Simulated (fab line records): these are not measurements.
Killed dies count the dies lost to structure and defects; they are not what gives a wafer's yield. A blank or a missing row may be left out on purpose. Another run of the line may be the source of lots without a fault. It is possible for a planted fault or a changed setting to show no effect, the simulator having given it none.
Which tool did it? + flow sky130 + 42 wafers from 14 lots sampled at 2 of the route's 708 steps

WHAT THE GAUGES READ, wafer by wafer
SKY_VIA3_THK_MEAS_01.
| lot  | measured     | on           | VIA3_HDPCVD_THK (nm)        |
|------|--------------|--------------|-----------------------------|
| L873 | day 38 02:18 | filmMetro-01 | 1610 1640 1619              |
| L874 | day 38 13:42 | filmMetro-01 | 1631 1650 1636              |
| L875 | day 39 01:53 | filmMetro-03 | 1631 1630 1642              |
| L876 | day 39 03:41 | filmMetro-01 | 1641 1619 1620              |
| L881 | day 41 14:26 | filmMetro-01 | 827 1603 1641 828 1604 1643 |
| L883 | day 41 15:22 | filmMetro-03 | 1630 1632 1639              |
| L882 | day 41 16:19 | filmMetro-03 | 823 1616 1646 823 1617 1645 |
| L889 | day 43 04:16 | filmMetro-02 | 1643 1629 1624              |
| L891 | day 44 18:11 | filmMetro-01 | 1635 1648 1631              |
| L893 | day 44 22:00 | filmMetro-03 | 1629 1634 1632              |
| L894 | day 44 23:56 | filmMetro-01 | 1620 1629 1613              |
| L895 | day 45 00:54 | filmMetro-03 | 1630 1637 1616              |
| L892 | day 45 00:56 | filmMetro-02 | 1613 1627 1617              |
| L896 | day 45 01:36 | filmMetro-03 | 1626 1626 1609              |

EACH LOT AND THE TOOL THAT RAN IT (in order: tool; ch and the chambers of the sampled wafers; start)
| lot  | SKY_VIA3_HDPCVD_00               |
|------|----------------------------------|
| L873 | hdpcvd-02 ch 0,1,2, day 38 02:08 |
| L874 | hdpcvd-01 ch 0,1, day 38 13:31   |
| L875 | hdpcvd-01 ch 0,2, day 39 01:43   |
| L876 | hdpcvd-01 ch 0,2, day 39 03:32   |
| L881 | hdpcvd-02 ch 0,1,2, day 41 14:16 |
| L883 | hdpcvd-01 ch 1,2, day 41 15:12   |
| L882 | hdpcvd-02 ch 0,1,2, day 41 16:10 |
| L889 | hdpcvd-01 ch 1,2, day 43 04:05   |
| L891 | hdpcvd-01 ch 0,1,2, day 44 18:00 |
| L893 | hdpcvd-01 ch 0,1, day 44 21:50   |
| L894 | hdpcvd-01 ch 0,1, day 44 23:44   |
| L895 | hdpcvd-02 ch 0,1,2, day 45 00:43 |
| L892 | hdpcvd-01 ch 0,2, day 45 00:46   |
| L896 | hdpcvd-01 ch 0,2, day 45 01:26   |
- SKY_VIA3_HDPCVD_00: deposits SiO2, target thk 1635 nm, time 272.5 s.

WHAT THE TOOLS THEMSELVES READ (means of the sampled wafers that have a number; where no wafer has one, the mark that the record gives instead)
The record holds no such reading with a usual standard deviation.

THE ANSWER, worked out from the rows above alone
Rule: the usual values come from the lots themselves. The widest of any qualifying gaps counts: lots, ordered by their means at a reading, are off when they make up no more than a third of the lots, leave a main group of 4 or more, and stand apart from it by 3 or more times the standard deviation of that group's means. If all means in a main group match to the digits the tables above print for the reading, that group is not used. Also off: a lot with no number at a reading for which 4 or more lots have one. Where the step has rows for the other lots, those lots are counted as sound. The gauges are gone through in route order, then the tools' own readings, and for those a lot's mean is taken as printed above. At the first step where some lot is off, the reading lying furthest off is the one used; lots without a number count as furthest.
Off: at SKY_VIA3_THK_MEAS_01 (VIA3_HDPCVD_THK), L881, L882. Main group: mean 1629 nm, sd 6.7.
A tool fits if, at a process step before that reading, it ran every lot that is off, and no sound lot after the first of them. Those tools and the gauges at SKY_VIA3_THK_MEAS_01 are tried in the same way. None of those tried fits.

WHAT HAD BEEN PUT IN BY THE SIMULATOR
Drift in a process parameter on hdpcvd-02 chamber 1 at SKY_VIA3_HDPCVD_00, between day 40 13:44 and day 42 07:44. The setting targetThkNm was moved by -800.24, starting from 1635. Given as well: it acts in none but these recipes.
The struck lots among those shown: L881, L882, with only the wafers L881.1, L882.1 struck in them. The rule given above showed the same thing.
